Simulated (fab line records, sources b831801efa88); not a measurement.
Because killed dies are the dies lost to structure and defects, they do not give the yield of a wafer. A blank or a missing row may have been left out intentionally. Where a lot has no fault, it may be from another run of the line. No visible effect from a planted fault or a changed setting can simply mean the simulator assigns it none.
One fault seen from 2 desks | flow gf180mcu | numbers are kept per desk, each desk with only its own; the story behind them comes last

FROM THE METROLOGY DESK
What the gauges read for every lot (on any tool): the sampled wafers with a number, averaged. The brackets show how far a lot's mean lies from the usual mean; more than 4 standard deviations puts the lot out of limits, marked OUT.
Columns: A = cd nm at GF_HV_LDD_CD_MEAS_46, usual 400.1 nm; B = NSD_OVL at GF_NSD_OVL_MEAS_08, usual -0.1 nm
lot  | first seen here | A     | B
L308 | day 12 16:31    | 404.3 | 0.4
L309 | day 12 22:39    | 401.1 | -3.0
L310 | day 12 22:57    | 402.5 | -1.4
L311 | day 13 07:50    | 399.3 | 2.2
L313 | day 14 14:14    | 398.6 | -0.8
L318 | day 15 23:28    | 397.8 | -1.8
L321 | day 16 07:38    | 403.6 | -0.7
L324 | day 17 19:07    | 398.7 | -0.1
L325 | day 18 14:11    | 399.1 | -0.4
L327 | day 18 14:32    | 399.4 | 0.4
L329 | day 19 21:09    | 399.1 | -0.2
L331 | day 20 08:57    | 400.1 | -0.4
Result from this desk: across the 12 lots, nothing is out of limits.

TOOL OWNER'S DESK, rie diel-04
The tool's own readings at GF_STI_ETCH_13 (etches the open film in CHF3/O2, stops on Si, target depth 282.31 nm, time 112.9 s): means of the sampled wafers that have a number, for each lot that ran on this tool. The brackets show how far a lot's mean lies from the usual mean; more than 4 standard deviations puts the lot out of limits, marked OUT.
Columns: A = drypump motor current A at GF_STI_ETCH_13, usual 5.7 A; B = oes product au at GF_STI_ETCH_13, usual 0.832 a.u.; C = rf fwd power W at GF_STI_ETCH_13, usual 596.4 W; D = throttle valve pct at GF_STI_ETCH_13, usual 8.810 %
lot  | first seen here | A   | B     | C               | D
L309 | day 2 06:17     | 5.7 | 0.824 | 596.8           | 8.808
L311 | day 2 19:38     | 5.9 | 0.830 | 597.2           | 8.803
L318 | day 4 10:51     | 5.9 | 0.826 | 516.7 (-42) OUT | 8.823
This desk's finding: out of limits on L318; first on L318, day 4 10:51 (rf fwd power W at GF_STI_ETCH_13). L309, L311: within limits.

ALL TOGETHER
The tool owner's desk could have raised an alarm at day 4 10:51, on L318.
Nothing out of limits was seen by the metrology desk.
The metrology desk holds a record of L318, inside its limits.
Of the lots named, all ran GF_STI_ETCH_13 on rie diel-04.

WHAT THE SIMULATOR PUT IN
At GF_STI_ETCH_13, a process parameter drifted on rie diel-04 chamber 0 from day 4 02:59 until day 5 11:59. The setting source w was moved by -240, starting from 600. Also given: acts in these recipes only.
Struck lots among those shown: L318.
Hours from the fault's start to each desk's first reading out of limits: the tool owner's desk, 8.
